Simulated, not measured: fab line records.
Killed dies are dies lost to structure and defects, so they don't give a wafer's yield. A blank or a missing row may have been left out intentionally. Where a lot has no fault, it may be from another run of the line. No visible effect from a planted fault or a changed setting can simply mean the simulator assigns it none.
2 desks, one fault || flow sky130 || only its own numbers are on each desk; what lay behind them is given at the end

## AT THE TOOL OWNER'S DESK: cvd_w-02
The tool's own readings at SKY_VIA3_CVD_21 (deposits W, target thk 390 nm, time 117.31 s): means of the sampled wafers that have a number, for each lot that ran on this tool. The brackets show how far a lot's mean lies from the usual mean; more than 4 standard deviations puts the lot out of limits, marked OUT.
Columns: A = heater_power_w at SKY_VIA3_CVD_21, usual 821 W
{"lot": "L105", "first seen here": "day 40 14:25", "A": 784}
{"lot": "L110", "first seen here": "day 42 01:44", "A": 785}
{"lot": "L111", "first seen here": "day 42 09:52", "A": 781}
{"lot": "L117", "first seen here": "day 44 02:37", "A": 802}
{"lot": "L120", "first seen here": "day 45 01:44", "A": 778}
Result from this desk: across the 5 lots, nothing is out of limits.

## METROLOGY DESK
What the gauges read for every lot (on any tool): the sampled wafers with a number, averaged. The brackets show how far a lot's mean lies from the usual mean; more than 4 standard deviations puts the lot out of limits, marked OUT.
Columns: A = cd_nm at SKY_METAL3_CD_MEAS_13, usual 300.5 nm; B = METAL3_OVL at SKY_METAL3_OVL_MEAS_14, usual -1 nm; C = VIA3_W_RS at SKY_VIA3_RS_MEAS_22, usual 0.294 ohm/sq; D = VIA3_W_THK at SKY_VIA3_THK_MEAS_23, usual 397 nm
{"lot": "L103", "first seen here": "day 38 15:41", "A": 300.8, "B": -1, "C": 0.291, "D": 403}
{"lot": "L104", "first seen here": "day 39 07:19", "A": 300.0, "B": -10, "C": 0.295, "D": 392}
{"lot": "L105", "first seen here": "day 39 10:50", "A": 300.4, "B": 4, "C": 0.301, "D": 384}
{"lot": "L108", "first seen here": "day 40 13:09", "A": 300.9, "B": -3, "C": 0.291, "D": 399}
{"lot": "L110", "first seen here": "day 40 23:47", "A": 300.8, "B": 0, "C": 0.302, "D": 383}
{"lot": "L111", "first seen here": "day 41 07:00", "A": 300.3, "B": 3, "C": 0.297, "D": 391}
{"lot": "L117", "first seen here": "day 43 00:50", "A": 300.5, "B": 5, "C": 0.285, "D": 414}
{"lot": "L120", "first seen here": "day 44 00:39", "A": 302.2, "B": -2, "C": 0.276, "D": 421}
{"lot": "L122", "first seen here": "day 44 10:17", "A": 301.7, "B": 4, "C": 0.292, "D": 404}
{"lot": "L123", "first seen here": "day 44 17:16", "A": 299.7, "B": -2, "C": 0.294, "D": 393}
{"lot": "L125", "first seen here": "day 45 08:26", "A": 300.7, "B": 1, "C": 0.288, "D": 408}
Result from this desk: across the 11 lots, nothing is out of limits.

## PUT TOGETHER
The desk of the tool owner found nothing out of limits.
At the metrology desk, nothing out of limits was observed.

## WHAT WAS PUT IN BY THE SIMULATOR
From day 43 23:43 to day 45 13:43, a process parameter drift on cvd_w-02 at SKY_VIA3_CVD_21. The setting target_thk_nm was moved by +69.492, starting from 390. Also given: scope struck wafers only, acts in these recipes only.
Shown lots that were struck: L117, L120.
